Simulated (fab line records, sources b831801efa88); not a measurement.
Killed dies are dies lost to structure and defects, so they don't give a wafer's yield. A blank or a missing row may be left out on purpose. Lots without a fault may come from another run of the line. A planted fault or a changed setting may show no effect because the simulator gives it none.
Problem report in the 8D (eight disciplines) form, filled by code | flow sky130 | the parts of the form that need people (team, actions taken, sign-off) are left out

1. THE PROBLEM
CONTACT_HDPCVD_THK at SKY_CONTACT_THK_MEAS_03 reads a mean of 680 nm on 6 wafers of 2 lots; wafers without a fault read 563 nm with a standard deviation of 5.7. That is +21 standard deviations from the usual mean.
First seen on wafer L682.1, day 32 09:01, on film_metro-01. The record holds 33 wafers of 11 lots with a number at this step. Rule for "out", or "out of limits": more than 4 standard deviations from the usual mean. The other wafers with a number count as sound.

2. WHAT IT IS AND WHAT IT IS NOT
question                    | is                           | is not
which readings at this step | CONTACT_HDPCVD_THK           | -
which lots                  | L682, L683                   | L678, L684, L690, L694, L695, L696, L697, L699, L700
which wafers of those lots  | all that have a number       | -
read on which gauges        | film_metro-01, film_metro-02 | film_metro-04
when                        | from day 32 09:01            | up to then (3 sound wafers); but 24 sound wafers of L684, L690, L694, L695, L696, L697, L699, L700 came after

3. SUSPECTS, AND WHAT RULES EACH OUT
Counting: a tool at a process step up to the reading stays a suspect if it ran every lot that is out and no sound lot after the first of them.
- the gauge at SKY_CONTACT_THK_MEAS_03: ruled out. The wafers that are out were read on 2 gauges (film_metro-01, film_metro-02).
- plasma_asher-02 at SKY_LI_CONTACT_STRIP_16 (strips in O2/N2): ruled out as a lasting fault. Sound lots L684, L695, L697 ran on it after its first lot that is out, L682 (day 31 03:38).
- hdpcvd-01 at SKY_CONTACT_HDPCVD_02 (deposits SiO2, target thk 565 nm, time 94.2 s): ruled out as a lasting fault. Sound lots L694, L695, L696, L697, L700 ran on it after its first lot that is out, L682 (day 32 08:56).
Left after counting: nothing in the record.

4. THE CAUSE (what the simulator had put in)
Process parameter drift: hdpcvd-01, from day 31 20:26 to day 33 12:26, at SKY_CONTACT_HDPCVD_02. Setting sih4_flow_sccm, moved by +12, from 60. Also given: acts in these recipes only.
Counting ruled it out, wrongly: the rule takes a fault to strike every lot that its tool runs from its start on, and this one did not.

5. THE CHAIN OF EFFECTS, in route order
Each row: a reading whose mean over the struck wafers that have a number lies more than 3 standard deviations from the usual. Only readings for which the record gives a usual standard deviation are gone through. hours: the time from each lot's start at the first step in this table that gives one to its start at this step, as a median over the lots. sigmas: the change in usual standard deviations.
hours | step                    | reading            | usual      | on struck wafers | change | sigmas
0     | SKY_CONTACT_HDPCVD_02   | sih4_flow_sccm     | 59.98 sccm | 71.91            | +11.93 | +60
0     | SKY_CONTACT_THK_MEAS_03 | CONTACT_HDPCVD_THK | 563 nm     | 680              | +117   | +21
0     | SKY_CONTACT_CMP_04      | time_to_endpoint_s | 84 s       | 128              | +44    | +11
The process steps in it:
- SKY_CONTACT_HDPCVD_02: deposits SiO2, target thk 565 nm, time 94.2 s.
- SKY_CONTACT_CMP_04: polishes SiO2.

6. WHAT WOULD HAVE CAUGHT IT SOONER
In this record the first reading out of limits at a measuring or inspecting step was taken at day 32 09:01, 13 hours after the fault began at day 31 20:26.
The tool's own readings at SKY_CONTACT_HDPCVD_02 were out on every struck wafer that the step has a row for (sih4_flow_sccm): an alarm limit on them would have fired on the first of those.
